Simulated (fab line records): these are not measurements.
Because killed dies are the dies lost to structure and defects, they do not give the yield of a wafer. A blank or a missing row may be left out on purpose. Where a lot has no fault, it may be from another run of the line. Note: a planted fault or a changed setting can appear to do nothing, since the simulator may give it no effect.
A lot that was struck, set against a sound lot	flow gf180mcu	44 steps out of a route of 602
Sound: the wafers L909.1, L909.3, L909.4. Wafers L930.2, L930.4 were the ones struck. The cause is named last.
Each step with rows lists, per side, the tool, then ch with its chambers, then its first start. Under that, the readings that differ: sound wafers	struck wafers	difference of the means	sigmas: that difference in standard deviations of wafers without a fault.
alike: readings whose means differ by less than 2 such deviations, and words and numbers that are the same on both sides. not compared: withheld readings, readings that some wafer has no value for, bounds like >300 that may hide the same value, and numbers for which the record gives no deviation and whose values overlap.
A row with sigmas, a row that says differs or no value, or rows on one side alone: a step with any of these is where the two part. Non-overlapping numbers with no deviation appear without sigmas and do not part them. Lack of a reading on every wafer of one side parts them only where that side has two or more wafers.

first, 2 steps without rows for these wafers: GF_MVSD_IMPLANT_08; GF_MVSD_IMPLANT_09.
GF_MVSD_STRIP_10: strips in O2/N2.
  sound on plasma asher-01 ch 0,1, day 4 10:28; struck on plasma asher-02 ch 0,1, day 9 17:30
  alike: drypump motor current A, heater power w, oes product au, platen temp c, strip time to endpoint s
  not compared: rf hours counter h
GF_MVSD_TW_MEAS_11:
  struck on film metro-03, day 9 17:37; sound on film metro-04, day 4 10:34
  alike: MVSD_TW
then, 7 steps without rows for these wafers: GF_MVPSD_DEHYDRATE_00 (time 60 s); GF_MVPSD_HMDS_01 (prime time 60 s); GF_MVPSD_COAT_02 (resist thk 3000 nm); GF_MVPSD_SOFTBAKE_03; GF_MVPSD_EXPOSE_04 (exposes mask MVPSD, target cd 1000 nm); GF_MVPSD_PEB_05; GF_MVPSD_DEVELOP_06 (develop time 60 s).
GF_MVPSD_OVL_MEAS_07:
  struck on overlay-02, day 10 11:11; sound on overlay-02, day 4 23:47
  alike: MVPSD_OVL
GF_MVPSD_IMPLANT_08:
  sound on implanter-02 ch 0, day 4 23:49; struck on implanter-02 ch 0, day 10 11:14
  alike: beam energy keV
next, for these wafers, 1 step has no rows: GF_MVPSD_IMPLANT_09.
GF_MVPSD_STRIP_10: strips in O2/N2.
  sound on plasma asher-02 ch 0,1, day 5 00:07; struck on plasma asher-02 ch 0,1, day 10 11:31
  alike: drypump motor current A, heater power w, oes product au, platen temp c, strip time to endpoint s
  not compared: rf hours counter h
GF_MVPSD_TW_MEAS_11:
  struck on film metro-01, day 10 11:38; sound on film metro-03, day 5 00:13
  alike: MVPSD_TW
then, 7 steps without rows for these wafers: GF_VT_IMPLANT_DEHYDRATE_00 (time 60 s); GF_VT_IMPLANT_HMDS_01 (prime time 60 s); GF_VT_IMPLANT_COAT_02 (resist thk 1000 nm); GF_VT_IMPLANT_SOFTBAKE_03 (time 60 s); GF_VT_IMPLANT_EXPOSE_04 (exposes mask LVPWELL LV AREA, target cd 600 nm); GF_VT_IMPLANT_PEB_05; GF_VT_IMPLANT_DEVELOP_06 (develop time 60 s).
GF_VT_IMPLANT_OVL_MEAS_07:
  struck on overlay-01, day 11 04:42; sound on overlay-01, day 5 14:11
  alike: VT_IMPLANT_OVL
next, for these wafers, 1 step has no rows: GF_VT_IMPLANT_IMPLANT_08.
GF_VT_IMPLANT_STRIP_09: strips in O2/N2.
  sound on plasma asher-01 ch 0,1, day 5 14:22; struck on plasma asher-04 ch 0,1, day 11 04:53
reading	sound	struck	difference	sigmas
strip time to endpoint s (s)	12.65 12.67 12.66	12.58 12.59	-0.07	-2
  alike: drypump motor current A, heater power w, oes product au, platen temp c
  not compared: rf hours counter h
GF_VT_IMPLANT_TW_MEAS_10:
  struck on film metro-01, day 11 04:59; sound on film metro-02, day 5 14:28
  alike: VT_IMPLANT_TW
then, 7 steps without rows for these wafers: GF_VT_IMPLANT_DEHYDRATE_11 (time 60 s); GF_VT_IMPLANT_HMDS_12 (prime time 60 s); GF_VT_IMPLANT_COAT_13 (resist thk 1000 nm); GF_VT_IMPLANT_SOFTBAKE_14 (time 60 s); GF_VT_IMPLANT_EXPOSE_15 (exposes mask Nwell LV AREA, target cd 860 nm); GF_VT_IMPLANT_PEB_16; GF_VT_IMPLANT_DEVELOP_17 (develop time 60 s).
GF_VT_IMPLANT_OVL_MEAS_18:
  struck on overlay-02, day 12 00:00; sound on overlay-01, day 6 04:26
reading	sound	struck	difference	sigmas
VT_IMPLANT_01_OVL (nm)	-1.9 -1.2 1.0	3.4 2.8	+3.8	+3
next, for these wafers, 1 step has no rows: GF_VT_IMPLANT_IMPLANT_19.
GF_VT_IMPLANT_STRIP_20: strips in O2/N2.
  sound on plasma asher-03 ch 0,1, day 6 04:38; struck on plasma asher-01 ch 0, day 12 00:11
  alike: drypump motor current A, heater power w, oes product au, platen temp c, strip time to endpoint s
  not compared: rf hours counter h
GF_VT_IMPLANT_TW_MEAS_21:
  struck on film metro-01, day 12 00:17; sound on film metro-01, day 6 04:44
  alike: VT_IMPLANT_2_TW
then, 4 steps without rows for these wafers: GF_VT_IMPLANT_DEHYDRATE_22 (time 60 s); GF_VT_IMPLANT_HMDS_23 (prime time 60 s); GF_VT_IMPLANT_COAT_24 (resist thk 1000 nm); GF_VT_IMPLANT_SOFTBAKE_25 (time 60 s).
GF_VT_IMPLANT_RS_MEAS_49: a four-point-probe measurement.
  struck on film metro-04, day 13 16:09; sound on film metro-04, day 7 11:57
reading	sound	struck	difference	sigmas
MVPSD_RS (ohm/sq)	1168.8 1169.2 1171.3	1172.9 1177.7	+5.5	+2
-- record jumps: 21 days separate the struck wafers' starts on either side; left off in module VT_IMPLANT, taken up again in module PASSIVATION, whose first shown step is the route's number 602 --
GF_PASSIVATION_PROBE_99:
  the record has rows for the struck wafers here (prober-02, day 34 22:49) and none for the sound ones

WHERE THEY PART
At GF_VT_IMPLANT_STRIP_09 first; at GF_PASSIVATION_PROBE_99 last (within this record only).

WHY: what the simulator had put in
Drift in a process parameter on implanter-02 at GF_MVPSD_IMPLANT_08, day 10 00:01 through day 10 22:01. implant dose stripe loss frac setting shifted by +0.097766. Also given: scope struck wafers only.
